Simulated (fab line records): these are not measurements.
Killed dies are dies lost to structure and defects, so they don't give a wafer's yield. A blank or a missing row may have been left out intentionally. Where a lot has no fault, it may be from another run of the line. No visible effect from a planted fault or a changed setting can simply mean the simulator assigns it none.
fab line records	flow sfqLine
record lots=14	wafers=42	lastDay=92
route steps=325 shown I5@236 I6@267 I7@296 M8@323
lots with no fault: from the same line, run without faults
startH: start of the lot's first displayed wafer, in hours after the record's first day	waitH: how many hours have passed since the lot's step before this one	" unchanged from the row above	L1.1+2: a single row standing in for several wafers	- value missing, or start not given	* or withheld: withheld	< > ~ a bound
route shown NAME@n: NAME is a module with steps in the file, n the number in the route of the first one	usual: mean/standard deviation of fault-free wafers	same: alike in all rows	chamber/n: place in a boat	sites: per-site readings	_std_site: how widely they spread, as a standard deviation	_edge_site: inner sites' mean taken away from outer sites' mean	radiusMm: how far each site lies from the wafer's centre	mask NAME#n: copy n	behind: the most recent tool/chamber to have shaped the wafer	hold: the reason the lot was held/the length of the hold in hours/how it ended	device: the transistor (n, p or np) that didn't switch	end of line: tests run on the same wafers once the route is complete	a step given without rows: its recipe and nothing more	killed: dies lost to structure and defects at the first sort, not the wafer's yield	map: dies across one wafer; x = killed, . = not, _ = none there
set.NAME: the setting that was run; set.NAME@STEP: the one run at that earlier step	model.NAME: the simulator's own value behind a step, which no gauge read
steps of the route over a sample of lots; a table a step, a row a wafer
services: from which hour (startH, from the record's first day; less than 0 if before it) a tool's chamber was out of use, for how many hours, and why
## steps
# step SFQ_TRILAYER_I5_BARC_OPEN_VIA_ETCH_200
# recipe maskMaterial=PR	chemistry=O2	targetDepthNm=125	target=BARC	sourceW=500	biasW=80	pressureMtorr=30	timeS=41.7
# usual drypumpMotorCurrentA=6.0/0.54	oesProductAu=0.686/0.0048
lot.wafer	tool	chamber	startH	waitH	drypumpMotorCurrentA	oesProductAu	rfHoursCounterH
L116.1	rieDiel-01	2	1595.78	0.0	5.0	0.685	10
L116.3	"	3	"	"	6.4	0.685	21
L116.5	"	3	"	"	6.4	0.684	-
L118.2	rieDiel-04	0	1605.17	0.0	5.2	0.694	6
L118.3	"	2	"	"	6.3	0.685	5
L118.4	"	1	"	"	6.4	0.684	18
L119.1	rieDiel-03	1	1606.37	0.0	5.7	0.683	3
L119.3	"	0	"	"	6.4	0.684	8
L119.4	"	1	"	"	5.7	0.687	-
L120.2	rieDiel-01	2	1607.57	0.0	5.0	0.686	11
L120.3	"	1	"	"	6.6	0.691	5
L120.4	"	2	"	"	4.9	0.687	-
L121.2	rieDiel-03	0	1611.17	0.0	6.4	0.690	9
L121.3	"	2	"	"	5.8	0.688	-
L121.4	"	0	"	"	6.4	0.685	-
L122.4	rieDiel-04	0	1612.37	0.0	5.2	0.698	6
L122.5	"	1	"	"	6.4	0.694	-
L122.6	"	2	"	"	6.3	0.695	-
L123.3	rieDiel-04	0	1618.37	0.0	5.2	0.686	6
L123.5	"	1	"	"	6.4	0.681	-
L123.6	"	2	"	"	6.2	0.684	-
L124.3	rieDiel-01	0	1619.57	0.0	6.0	0.690	10
L124.5	"	2	"	"	5.0	0.685	-
L124.6	"	0	"	"	6.1	0.692	-
L126.3	rieDiel-04	2	1625.57	0.0	6.2	0.680	5
L126.4	"	1	"	"	6.4	0.685	19
L126.5	"	2	"	"	6.2	0.690	-
L130.2	rieDiel-01	3	1653.17	0.0	6.4	0.688	0
L130.5	"	1	"	"	6.6	0.688	-
L130.6	"	0	"	"	6.0	0.695	-
L131.2	rieDiel-01	2	1657.97	0.0	5.0	0.679	12
L131.3	"	0	"	"	6.0	0.691	12
L131.4	"	3	"	"	6.5	0.684	1
L133.2	rieDiel-03	0	1668.77	0.0	6.4	0.683	10
L133.5	"	0	"	"	6.3	0.685	-
L133.6	"	3	"	"	6.7	0.688	-
L137.2	rieDiel-04	2	1687.20	0.0	6.3	0.687	7
L137.4	"	0	"	"	5.2	0.689	8
L137.6	"	0	"	"	5.2	0.685	-
L139.1	rieDiel-01	0	1702.80	0.0	6.1	0.678	13
L139.2	"	1	"	"	6.6	0.696	7
L139.6	"	3	"	"	6.4	0.683	-
# step SFQ_TRILAYER_I6_CMP_CMP_166
# recipe material=SiO2	downForcePsi=3	platenRpm=60	padVelocityMS=0.94248
# usual motorCurrentA=9.7/0.6	timeToEndpointS=216/6.7
lot.wafer	tool	chamber	startH	waitH	motorCurrentA	timeToEndpointS
L116.1	cmp-01	2	1837.36	2.6	9.7	217
L116.3	"	3	"	"	10.1	205
L116.5	"	2	1839.36	4.6	9.4	210
L118.4	cmp-02	3	1842.14	2.6	10.2	215
L118.2	"	0	"	"	10.8	216
L118.3	"	2	1843.64	4.1	9.3	211
L119.1	cmp-01	1	1843.86	3.1	9.0	215
L119.3	"	2	"	"	8.9	218
L119.4	"	3	"	"	10.8	215
L120.3	cmp-02	0	1845.68	2.6	9.7	218
L120.2	"	1	"	"	9.8	220
L120.4	"	2	"	"	9.9	229
L121.3	cmp-02	2	1848.37	1.6	9.5	220
L121.4	"	0	1849.37	2.6	10.7	227
L121.2	"	1	"	"	9.6	205
L122.4	cmp-01	0	1849.36	1.2	9.2	225
L122.6	"	0	1851.36	3.2	8.8	218
L122.5	"	1	"	"	9.2	214
L123.3	cmp-02	0	1855.87	4.3	10.4	214
L123.6	"	1	"	"	10.3	214
L123.5	"	2	"	"	9.4	230
L124.3	cmp-02	0	1858.87	4.9	10.6	227
L124.6	"	1	"	"	9.6	225
L124.5	"	2	"	"	10.0	227
L126.4	cmp-02	3	1860.37	4.0	9.2	220
L126.3	"	0	"	"	10.7	212
L126.5	"	3	1862.37	6.0	9.4	219
L130.2	cmp-01	1	1876.45	0.0	8.8	203
L130.6	"	1	1878.45	2.0	8.9	220
L130.5	"	2	"	"	9.8	219
L131.4	cmp-02	2	1880.03	0.0	9.3	226
L131.3	"	3	"	"	9.5	209
L131.2	"	0	"	"	10.1	221
L133.2	cmp-02	1	1898.12	0.5	9.6	207
L133.5	"	0	1899.62	2.0	10.7	210
L133.6	"	1	"	"	10.0	211
L137.2	cmp-02	3	1914.23	0.5	9.2	211
L137.4	"	0	"	"	10.2	216
L137.6	"	3	1916.23	2.4	9.9	212
L139.1	cmp-01	3	1921.28	0.0	10.0	215
L139.2	"	0	"	"	8.7	214
L139.6	"	0	1923.78	2.5	8.6	216
# step SFQ_TRILAYER_I7_DEP_PECVD_183
# recipe material=SiO2	tempC=150	timeS=111.11	pressureTorr=2.4	rfW=183.3	precursor=SiH4/N2O	targetThkNm=500
# usual heaterPowerW=88/16	rfFwdPowerW=182.5/0.55	showerheadVppV=846/32	throttleValvePct=25.4/1.3
lot.wafer	tool	chamber	startH	waitH	heaterPowerW	rfFwdPowerW	showerheadVppV	throttleValvePct
L116.1	pecvd-03	0	1945.20	0.0	97	182.2	854	26.9
L116.3	"	1	"	"	102	183.1	844	23.6
L116.5	"	0	"	"	104	182.3	861	26.8
L118.2	pecvd-03	2	1951.20	0.0	102	182.4	904	26.2
L118.3	"	0	"	"	112	182.3	854	26.9
L118.4	"	2	"	"	84	182.0	896	26.3
L119.1	pecvd-01	2	1952.40	0.0	106	182.3	827	26.5
L119.3	"	0	"	"	74	182.2	840	26.4
L119.4	"	1	"	"	76	182.8	826	27.9
L120.2	pecvd-03	0	1956.00	0.0	101	182.5	867	27.0
L120.3	"	2	"	"	90	182.1	905	26.0
L120.4	"	0	"	"	103	182.3	870	26.9
L121.2	pecvd-01	2	1958.40	0.0	95	181.8	811	26.7
L121.3	"	0	"	"	84	183.3	832	26.1
L121.4	"	0	"	"	85	182.4	834	26.2
L122.4	pecvd-02	1	2043.69	0.0	73	182.6	785	25.8
L122.5	"	2	"	"	70	183.0	872	24.6
L122.6	"	0	"	"	70	182.6	867	26.0
L123.3	pecvd-01	1	2047.25	0.0	82	182.4	834	27.8
L123.5	"	2	"	"	100	182.3	814	26.7
L123.6	"	1	"	"	66	183.4	827	27.8
L124.3	pecvd-02	1	2052.05	0.0	74	181.3	773	25.9
L124.5	"	1	"	"	77	181.5	777	25.7
L124.6	"	2	"	"	68	182.0	860	24.7
L126.3	pecvd-02	2	2058.06	0.0	70	182.8	870	24.6
L126.4	"	0	"	"	66	182.3	885	26.2
L126.5	"	2	"	"	70	183.3	868	25.1
L130.2	pecvd-01	2	2077.25	0.0	122	153.4	752	24.7
L130.5	"	0	"	"	89	153.6	764	23.8
L130.6	"	2	"	"	125	153.3	765	24.4
L131.2	pecvd-01	0	2082.05	0.0	97	154.3	750	23.5
L131.3	"	2	"	"	120	153.1	745	24.4
L131.4	"	0	"	"	83	153.9	755	23.6
L133.2	pecvd-03	1	2089.25	0.0	112	182.1	850	23.6
L133.5	"	1	"	"	96	182.0	826	23.7
L133.6	"	0	"	"	108	183.9	869	26.9
L137.2	pecvd-03	2	2108.75	0.0	92	182.2	888	26.3
L137.4	"	0	"	"	92	183.6	864	26.9
L137.6	"	1	"	"	106	182.8	836	23.6
L139.1	pecvd-03	2	2113.37	0.0	101	182.4	885	26.0
L139.2	"	1	"	"	101	182.7	827	23.7
L139.6	"	2	"	"	83	181.9	899	26.5
# step SFQ_M8_THK_MEAS_950
# recipe thkMeasGauge=xrf	reads=Au_of_TRILAYER_M8_DEP_EVAP_196
# usual M8_AU_THK=180.5/2.1
lot.wafer	tool	chamber	startH	waitH	M8_AU_THK[nm]
L116.1	filmMetro-04	-	2049.54	0.1	179.7
L116.3	"	-	"	"	177.5
L116.5	"	-	"	"	179.9
L118.2	filmMetro-04	-	2056.75	0.1	177.5
L118.3	"	-	"	"	179.5
L118.4	"	-	"	"	181.5
L119.1	filmMetro-03	-	2060.34	0.1	178.7
L119.3	"	-	"	"	178.1
L119.4	"	-	"	"	178.5
L120.2	filmMetro-04	-	2063.95	0.1	181.1
L120.3	"	-	"	"	179.9
L120.4	"	-	"	"	181.1
L121.2	filmMetro-03	-	2065.15	0.1	182.9
L121.3	"	-	"	"	181.8
L121.4	"	-	"	"	184.2
L122.4	filmMetro-04	-	2152.28	0.1	182.0
L122.5	"	-	"	"	178.4
L122.6	"	-	"	"	179.7
L123.3	filmMetro-04	-	2153.47	0.1	179.3
L123.5	"	-	"	"	181.3
L123.6	"	-	"	"	181.7
L124.3	filmMetro-03	-	2154.67	0.1	181.5
L124.5	"	-	"	"	180.2
L124.6	"	-	"	"	179.9
L126.3	filmMetro-03	-	2158.27	0.1	180.7
L126.4	"	-	"	"	179.7
L126.5	"	-	"	"	177.9
L130.2	filmMetro-03	-	2178.66	0.1	183.0
L130.5	"	-	"	"	184.1
L130.6	"	-	"	"	180.1
L131.2	filmMetro-03	-	2182.26	0.1	181.7
L131.3	"	-	"	"	181.7
L131.4	"	-	"	"	180.6
L133.2	filmMetro-04	-	2188.26	0.1	178.5
L133.5	"	-	"	"	180.5
L133.6	"	-	"	"	179.7
L137.2	filmMetro-02	-	2207.25	0.1	183.4
L137.4	"	-	"	"	180.7
L137.6	"	-	"	"	182.8
L139.1	filmMetro-04	-	2214.44	0.1	180.7
L139.2	"	-	"	"	181.8
L139.6	"	-	"	"	182.9
## services
tool	chamber	startH	hours	kind
rieDiel-01	3	1606.08	6.4	repair
rieDiel-01	2	1621.42	12.0	repair
pecvd-03	-	1626.63	2.8	pm
cmp-02	-	1637.57	3.1	repair
cmp-02	-	1642.11	2.5	repair
cmp-02	-	1661.61	5.1	pm
pecvd-03	-	1740.31	0.7	repair
rieDiel-01	-	1744.80	0.4	repair
cmp-02	-	1747.91	1.0	repair
cmp-02	-	1770.21	4.0	pm
pecvd-03	2	1775.30	3.6	repair
cmp-02	-	1794.17	1.8	repair
rieDiel-01	1	1804.24	10.8	repair
rieDiel-01	1	1816.80	9.6	repair
cmp-02	-	1888.61	2.6	repair
pecvd-03	1	1950.20	10.1	repair
cmp-02	-	1957.32	5.1	pm
cmp-02	-	1962.52	0.8	repair
rieDiel-01	-	2007.49	0.1	repair
pecvd-03	-	2016.32	1.7	repair
cmp-02	-	2031.68	6.3	pm
cmp-02	-	2042.40	0.4	repair
cmp-02	-	2096.60	0.8	repair
cmp-02	-	2111.23	4.0	pm
## key
firstSign step=SFQ_TRILAYER_I7_DEP_PECVD_183	reading=rfFwdPowerW	direction=down	sigmas=53	usual=182.5	struck=153.6
effect step=SFQ_TRILAYER_I7_DEP_PECVD_183	reading=showerheadVppV	direction=down	sigmas=2.8	usual=846	struck=755
metAt SFQ_TRILAYER_I7_DEP_PECVD_183
struckLots L130,L131
notActingAt SFQ_TRILAYER_I5_BARC_OPEN_VIA_ETCH_200,SFQ_TRILAYER_I6_CMP_CMP_166,SFQ_M8_THK_MEAS_950
onsetBetween 2047.25 2077.25
fault kind=processParameterDrift	tool=pecvd-01	chamber=-	onsetH=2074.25	steps=SFQ_TRILAYER_I7_DEP_PECVD_183	channel=rfW	offset=-29.328	shape=step	endH=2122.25	actsIn=theseRecipesOnly	stated=183.3
